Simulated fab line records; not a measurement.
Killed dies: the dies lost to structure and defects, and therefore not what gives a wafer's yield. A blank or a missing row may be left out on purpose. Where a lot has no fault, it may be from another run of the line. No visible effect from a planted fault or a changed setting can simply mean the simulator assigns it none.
Chamber matching + flow sky130 + pecvd-03 running SKY_PASSIVATION_CVD_00: 3 sister chambers
The step deposits SiO2, target thk 90 nm. 24 wafers are shown with their chamber, then 12 later ones without.

## WAFERS, EACH WITH ITS CHAMBER
| wafer  | chamber | heater_power_w (W) |
|--------|---------|--------------------|
| L075.1 | 2       | 556                |
| L075.4 | 0       | 529                |
| L075.6 | 1       | 664                |
| L078.1 | 2       | 623                |
| L078.2 | 1       | 748                |
| L078.6 | 1       | 735                |
| L079.1 | 0       | 594                |
| L079.2 | 2       | 490                |
| L079.4 | 0       | 595                |
| L082.4 | 0       | 623                |
| L082.5 | 0       | 625                |
| L082.6 | 1       | 617                |
| L084.1 | 2       | 559                |
| L084.3 | 1       | 686                |
| L084.5 | 1       | 702                |
| L086.2 | 2       | 561                |
| L086.4 | 2       | 553                |
| L086.5 | 1       | 731                |
| L088.1 | 2       | 503                |
| L088.3 | 0       | 605                |
| L088.6 | 2       | 526                |
| L092.3 | 1       | 634                |
| L092.4 | 1       | 642                |
| L092.5 | 2       | 548                |

SIGNATURES (averages over the wafers above)
| reading        | chamber 0 | chamber 1 | chamber 2 | scatter within a chamber |
|----------------|-----------|-----------|-----------|--------------------------|
| heater_power_w | 595.17    | 684.33    | 546.56    | 41.6                     |
Rule: distance of a wafer from a chamber = root of the sum over the readings of ((wafer's reading minus chamber's mean) / reading's scatter) squared. The wafer belongs to the nearest chamber; if the next one is less than 2 further off, it can't be placed. How the scatter is found: for the shown wafers, subtract from each reading the mean of its chamber, square and add these, divide the total by (wafers less chambers), then take the root.

## WAFERS MISSING THEIR CHAMBER
| wafer  | heater_power_w (W) |
|--------|--------------------|
| L093.3 | 618                |
| L093.4 | 645                |
| L093.6 | 603                |
| L094.1 | 552                |
| L094.3 | 647                |
| L094.5 | 687                |
| L096.1 | 585                |
| L096.5 | 603                |
| L096.6 | 733                |
| L097.3 | 618                |
| L097.4 | 600                |
| L097.5 | 641                |

## CHAMBER TAKEN BY EACH
| wafer  | from the rows above          | in truth |
|--------|------------------------------|----------|
| L093.3 | can't be placed: 0 or 1 or 2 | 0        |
| L093.4 | can't be placed: 1 or 0 or 2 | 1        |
| L093.6 | can't be placed: 0 or 2 or 1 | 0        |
| L094.1 | can't be placed: 2 or 0      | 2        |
| L094.3 | can't be placed: 1 or 0 or 2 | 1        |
| L094.5 | 1                            | 1        |
| L096.1 | can't be placed: 0 or 2      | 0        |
| L096.5 | can't be placed: 0 or 2 or 1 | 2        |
| L096.6 | 1                            | 1        |
| L097.3 | can't be placed: 0 or 1 or 2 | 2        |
| L097.4 | can't be placed: 0 or 2 or 1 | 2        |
| L097.5 | can't be placed: 1 or 0 or 2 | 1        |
Placed correctly: 2 of 12. These rows do not allow placing 10 (true chamber among the candidates in 10). 0 placed wrongly.
